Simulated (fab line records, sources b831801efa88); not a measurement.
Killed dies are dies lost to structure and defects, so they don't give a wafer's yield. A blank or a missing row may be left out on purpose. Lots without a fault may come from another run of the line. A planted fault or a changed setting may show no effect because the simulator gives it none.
One fault seen from 2 desks | flow sky130 | each desk has only its own numbers; what lay behind them comes last

THE TOOL OWNER'S DESK: pvd_sputter-02
The tool's own readings at SKY_METAL4_SPUTTER_04 (material TiN, target thk 70 nm, time 58.3 s): means of the sampled wafers that have a number, for each lot that ran on this tool. A lot is out of limits, marked OUT, if its mean lies more than 4 standard deviations from the usual mean; the brackets give that distance.
Columns: A = chamber_pressure_pa at SKY_METAL4_SPUTTER_04, usual 0.4000 Pa; B = throttle_valve_pct at SKY_METAL4_SPUTTER_04, usual 29.6 %
lot  | first seen here | A      | B
L921 | day 40 16:04    | 0.4002 | 30.1
L922 | day 41 02:56    | 0.4000 | 29.7
L927 | day 42 18:33    | 0.3999 | 28.9
L926 | day 42 23:56    | 0.4003 | 31.2
L935 | day 44 18:53    | 0.3995 | 28.0
L936 | day 45 02:44    | 0.3993 | 28.4
L937 | day 45 04:53    | 0.3997 | 30.2
This desk's finding: nothing out of limits on any of the 7 lots.

THE METROLOGY DESK
What the gauges read, lot by lot, whatever tool the lot ran on: means of the sampled wafers that have a number. A lot is out of limits, marked OUT, if its mean lies more than 4 standard deviations from the usual mean; the brackets give that distance.
Columns: A = PASSIVATION_CVD_00_THK at SKY_PASSIVATION_THK_MEAS_01, usual 89.6 nm
lot  | first seen here | A
L918 | day 44 03:41    | 90.5
L919 | day 44 12:06    | 88.7
L920 | day 44 13:05    | 89.5
L921 | day 44 15:35    | 90.7
L922 | day 45 01:41    | 89.8
L927 | day 46 17:34    | 88.9
L926 | day 46 21:44    | 89.7
L930 | day 47 14:34    | 90.0
L935 | day 48 13:16    | 89.0
L936 | day 48 19:18    | 90.9
L937 | day 48 19:22    | 90.1
L940 | day 49 14:22    | 88.6
This desk's finding: nothing out of limits on any of the 12 lots.

PUT TOGETHER
The tool owner's desk saw nothing out of limits.
The metrology desk saw nothing out of limits.

WHAT THE SIMULATOR HAD PUT IN
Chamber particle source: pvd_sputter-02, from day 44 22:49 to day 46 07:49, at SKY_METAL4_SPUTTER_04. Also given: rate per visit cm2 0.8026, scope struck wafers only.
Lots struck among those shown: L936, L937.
